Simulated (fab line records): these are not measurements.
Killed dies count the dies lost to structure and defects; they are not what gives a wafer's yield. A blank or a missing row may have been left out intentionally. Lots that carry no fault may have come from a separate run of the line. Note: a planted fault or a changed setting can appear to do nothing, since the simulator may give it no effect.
Comparing a struck lot with a sound one -- flow sfqLine -- 24 out of 325 route steps
Sound: the wafers L541.3, L541.5, L541.6. Wafers L537.1, L537.3, L537.4 were the ones struck. The cause is named last.
Per side, at each step with rows, come the tool, then ch with its chambers, and then its first start. Under that, the readings that differ: sound wafers -- struck wafers -- difference of the means -- sigmas: that difference in standard deviations of wafers without a fault.
alike: readings whose means differ by less than 2 such deviations, and words and numbers that are the same on both sides. not compared: withheld readings, readings that some wafer has no value for, bounds like >300 that may hide the same value, and numbers for which the record gives no deviation and whose values overlap.
A row with sigmas, a row that says differs or no value, or rows on one side alone: a step with any of these is where the two part. Numbers that have no deviation but don't overlap get no sigmas and don't part them. A reading that every wafer of one side lacks parts them only if that side has two wafers or more.

SFQ_I5_OVL_MEAS_936:
  sound on overlay-01 at day 65 06:00; struck on overlay-02 at day 63 17:52
  alike: I5_OVL
SFQ_TRILAYER_I5_BARC_OPEN_VIA_ETCH_200: etches BARC in O2, target depth 125 nm, time 41.7 s.
  sound on rieDiel-01 ch 0,2, day 65 06:02; struck on rieDiel-02 ch 0,1,3, day 63 17:54
  alike: biasW, chamberPressureMTorr, drypumpMotorCurrentA, oesProductAu
  not compared: rfHoursCounterH
SFQ_TRILAYER_I5_ETCH_VIA_ETCH_147: etches the open film in CHF3, stops on Nb, target depth 360 nm.
  sound on rieDiel-01 ch 0,2, day 65 06:04; struck on rieDiel-02 ch 0,1,3, day 63 17:56
  alike: biasW, chamberPressureMTorr, drypumpMotorCurrentA, oesProductAu
SFQ_TRILAYER_I5_STRIP_STRIP_148: strips in O2.
  sound on rieMetal-03 ch 0,1, day 65 06:25; struck on rieMetal-02 ch 0,1, day 63 18:05
  alike: drypumpMotorCurrentA, oesProductAu
  not compared: rfHoursCounterH
then, 7 steps without rows for these wafers: SFQ_TRILAYER_I5_STRIP_SOLV_CLEAN_149 (cleans in NMP, time 600 s); SFQ_TRILAYER_C5_LITHO_COAT_156 (resist thk 62 nm); SFQ_TRILAYER_C5_LITHO_COAT_151 (resist thk 650 nm); SFQ_TRILAYER_C5_LITHO_SOFTBAKE_155; SFQ_TRILAYER_C5_LITHO_EXPOSE_152 (exposes mask C5, target cd 500 nm); SFQ_TRILAYER_C5_LITHO_PEB_154 (peb time 60 s); SFQ_TRILAYER_C5_LITHO_DEVELOP_153 (time 60 s).
SFQ_C5_OVL_MEAS_937:
  sound on overlay-02 at day 65 09:15; struck on overlay-02 at day 63 22:55
  alike: C5_OVL
SFQ_TRILAYER_C5_BARC_OPEN_VIA_ETCH_210: etches BARC in O2, target depth 125 nm, time 41.7 s.
  sound on rieDiel-02 ch 1,2,3, day 65 09:17; struck on rieDiel-04 ch 0,2,3, day 63 22:58
  no value came back on the struck wafers for biasW (W), chamberPressureMTorr (mTorr), drypumpMotorCurrentA (A), oesProductAu (a.u.); on the sound wafers biasW (W) reads 79.94 80.25 79.84
reading,sound,struck,difference,sigmas
model.KrF_of_TRILAYER_C5_LITHO_COAT_151.thkNm (nm),579.1 578.6 578,621.6 623.4 621.3,+43.5,
  not compared: rfHoursCounterH
SFQ_TRILAYER_C5_ETCH_VIA_ETCH_154: etches SiO2 in CHF3, stops on Nb, target depth 84 nm.
  sound on rieDiel-02 ch 1,2,3, day 65 09:19; struck on rieDiel-04 ch 0,2,3, day 63 23:00
reading,sound,struck,difference,sigmas
oesProductAu (a.u.),0.891 0.905 0.908,0.372 0.383 0.378,-0.524,-64
model.KrF_of_TRILAYER_C5_LITHO_COAT_151.thkNm (nm),564.8 564.3 563.6,607.1 608.8 606.9,+43.4,
  alike: biasW, chamberPressureMTorr, drypumpMotorCurrentA
SFQ_TRILAYER_C5_STRIP_STRIP_155: strips in O2.
  sound on rieMetal-02 ch 0,1, day 65 09:34; struck on rieMetal-04 ch 0,1, day 63 23:02
  alike: drypumpMotorCurrentA, oesProductAu
  not compared: rfHoursCounterH
then, 2 steps without rows for these wafers: SFQ_TRILAYER_C5_STRIP_SOLV_CLEAN_156 (cleans in NMP, time 600 s); SFQ_TRILAYER_M6_DEP_PRE_CLEAN_158 (time 22.5 s).
SFQ_TRILAYER_M6_DEP_SPUTTER_157: material Nb, target thk 200 nm, time 133.3 s.
  sound on pvdSputter-05 at day 65 10:10; struck on pvdSputter-05 at day 63 23:52
  alike: cathodeDcPowerW, throttleValvePct
SFQ_M6_RS_MEAS_938: measurement is done with a four-point probe.
  sound on filmMetro-01 at day 65 10:18; struck on filmMetro-02 at day 63 23:57
  alike: M6_NB_RS
then, 3 steps without rows for these wafers: SFQ_TRILAYER_M6_LITHO_COAT_164 (resist thk 62 nm); SFQ_TRILAYER_M6_LITHO_COAT_159 (resist thk 609 nm); SFQ_TRILAYER_M6_LITHO_SOFTBAKE_163.
-- the record jumps here: 5 days lie between the struck wafers' starts before and after --
SFQ_TRILAYER_M6_LITHO_EXPOSE_160: exposes mask M6, target cd 500 nm.
  sound on krfScanner-02 ch 0, day 70 05:53; struck on krfScanner-02, day 68 22:17
  no value came back on the struck wafers for exposureDoseMJCm2, focusOffsetNm (nm); on the sound wafers exposureDoseMJCm2 reads 14.391 14.396 14.385
  alike: mask
then, 1 step without rows for these wafers: SFQ_TRILAYER_M6_LITHO_PEB_162 (peb time 60 s).

== WHERE THEY PART ==
At SFQ_TRILAYER_C5_BARC_OPEN_VIA_ETCH_210 first; at SFQ_TRILAYER_M6_LITHO_EXPOSE_160 last (within this record only).

WHY: the cause the simulator had injected
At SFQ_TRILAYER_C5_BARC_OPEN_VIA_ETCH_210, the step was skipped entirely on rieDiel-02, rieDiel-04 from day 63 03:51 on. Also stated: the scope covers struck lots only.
